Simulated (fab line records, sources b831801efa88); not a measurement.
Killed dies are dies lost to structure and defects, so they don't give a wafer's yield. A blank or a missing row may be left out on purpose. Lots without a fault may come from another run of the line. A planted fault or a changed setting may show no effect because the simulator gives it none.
Which tool did it? | flow gf180mcu | 6 lots, 18 wafers sampled, at 4 steps of a route of 602

WHAT THE GAUGES READ, wafer by wafer
GF_PASSIVATION_THK_MEAS_03.
lot  | measured     | on            | PASSIVATION_CVD_02_THK (nm)
L850 | day 28 12:17 | film_metro-03 | 695 687 690
L852 | day 29 12:12 | film_metro-03 | 688 710 705
L856 | day 30 15:20 | film_metro-04 | 709 712 709
L862 | day 32 04:31 | film_metro-04 | 687 700 707
L866 | day 33 03:26 | film_metro-03 | 698 714 710
L869 | day 33 23:03 | film_metro-03 | 692 690 695

WHICH TOOL RAN EACH LOT (tool, then ch and the chambers of the sampled wafers, then the start)
lot  | GF_V4_CVD_00                     | GF_V5_SPUTTER_22             | GF_PASSIVATION_CVD_00
L850 | hdpcvd-01 ch 1,2, day 23 20:29   | pvd_sputter-02, day 27 13:58 | pecvd-01 ch 0,1, day 28 11:52
L852 | hdpcvd-01 ch 0,1,2, day 24 23:02 | pvd_sputter-03, day 28 15:03 | pecvd-04 ch 0,1,2, day 29 11:46
L856 | hdpcvd-02 ch 0,1,2, day 26 08:03 | pvd_sputter-01, day 29 18:56 | pecvd-04 ch 0,1, day 30 14:55
L862 | hdpcvd-02 ch 0,1,2, day 28 01:15 | pvd_sputter-03, day 31 09:13 | pecvd-02 ch 0,1, day 32 04:04
L866 | hdpcvd-01 ch 1,2, day 29 04:32   | pvd_sputter-03, day 32 09:49 | pecvd-02 ch 0,1,2, day 33 03:01
L869 | hdpcvd-01 ch 0,2, day 30 02:34   | pvd_sputter-01, day 33 05:01 | pecvd-01 ch 0,1,2, day 33 22:37
- GF_V4_CVD_00: deposits SiO2, target thk 600 nm, time 100 s.
- GF_V5_SPUTTER_22: material TiN, target thk 10 nm, time 40 s.
- GF_PASSIVATION_CVD_00: deposits SiO2 from TEOS, target thk 1000 nm, time 111.95 s.

THE ANSWER, worked out from the rows above alone
Rule: what is usual is taken from the lots themselves. Put in order of their means at a reading, lots are off if they are a third of the lots or fewer, leave a main group of 4 or more, and stand apart from it by a gap of 3 or more times the standard deviation of the main group's means; of several such gaps the widest counts. A main group whose means are all the same, to the digits that the tables above print for the reading, isn't used. A lot without any number at a reading at which 4 lots or more have one is off too. The other lots that the step has rows for count as sound.
No lot is off at any reading shown: from this, nothing can be told.

WHAT THE SIMULATOR HAD PUT IN
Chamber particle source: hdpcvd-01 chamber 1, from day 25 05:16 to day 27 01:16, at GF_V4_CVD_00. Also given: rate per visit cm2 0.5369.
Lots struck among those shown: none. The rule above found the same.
